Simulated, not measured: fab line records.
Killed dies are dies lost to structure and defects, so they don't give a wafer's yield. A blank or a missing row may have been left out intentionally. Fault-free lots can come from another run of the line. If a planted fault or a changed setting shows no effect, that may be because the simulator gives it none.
Which tool did it? -- flow sky130 -- 6 lots, 18 wafers sampled, at 3 steps of a route of 708

== WHAT EACH GAUGE READ, for each wafer ==
SKY_VT_ADJUST_HVTR_TW_MEAS_11.
lot,measured,on,VT_ADJUST_HVTR_TW
L103,day 10 13:41,film metro-01,209.6 209.9 210.4
L105,day 11 03:23,film metro-03,212.0 211.3 212.0
L107,day 11 23:08,film metro-04,211.2 211.0 211.1
L115,day 14 14:40,film metro-03,115.0 114.7 115.0
L119,day 15 09:19,film metro-03,209.6 209.8 210.8
L121,day 16 23:23,film metro-03,211.5 211.8 212.1

== TOOL THAT RAN EACH LOT (tool first, then ch and the chambers of the sampled wafers, then the start) ==
lot,SKY_FIELD_ISO_ETCH_14,SKY_VT_ADJUST_HVTR_IMPLANT_09
L103,"rie diel-03 ch 1,2,3, day 3 02:20","implanter-03 ch 0, day 10 13:26"
L105,"rie diel-04 ch 0,2, day 3 12:08","implanter-01 ch 0, day 11 03:10"
L107,"rie diel-04 ch 1,2, day 4 01:22","implanter-04 ch 0, day 11 22:53"
L115,"rie diel-01 ch 1,2, day 5 22:25","implanter-01 ch 0, day 14 14:25"
L119,"rie diel-04 ch 0,1,3, day 6 11:16","implanter-04 ch 0, day 15 09:04"
L121,"rie diel-01 ch 0,1, day 7 10:43","implanter-03 ch 0, day 16 23:10"
- SKY_FIELD_ISO_ETCH_14: etches BARC in N2/H2, stops on SiO2, time 45.9 s, target depth 60 nm.
- SKY_VT_ADJUST_HVTR_IMPLANT_09

== THE ANSWER, worked out from the rows above alone ==
Rule: usual is defined by the lots themselves. Put in order of their means at a reading, lots are off if they are a third of the lots or fewer, leave a main group of 4 or more, and stand apart from it by a gap of 3 or more times the standard deviation of the main group's means; of several such gaps the widest counts. The tables above print the reading to a certain number of digits; a main group whose means all agree to those digits is not used. Also off: a lot with no number at a reading for which 4 or more lots have one. Where the step has rows for the other lots, those lots are counted as sound.
Off: L115, at SKY_VT_ADJUST_HVTR_TW_MEAS_11 (VT_ADJUST_HVTR_TW). The main group has a mean of 210.9 with a standard deviation of 0.79.
A tool fits if, at a process step before that reading, it ran every lot that is off, and no sound lot after the first of them. Those tools and the gauges at SKY_VT_ADJUST_HVTR_TW_MEAS_11 are tried in the same way. One fits: implanter-01 at SKY_VT_ADJUST_HVTR_IMPLANT_09. Its last sound lot is L105 (day 11 03:10), its first lot that is off L115 (day 14 14:25): a fault that began between those two fits.

== WHAT THE SIMULATOR PUT IN ==
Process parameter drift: implanter-01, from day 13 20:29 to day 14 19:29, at SKY_VT_ADJUST_HVTR_IMPLANT_09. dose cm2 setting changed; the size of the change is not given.
Lots struck among those shown: L115. Same finding as the rule above.
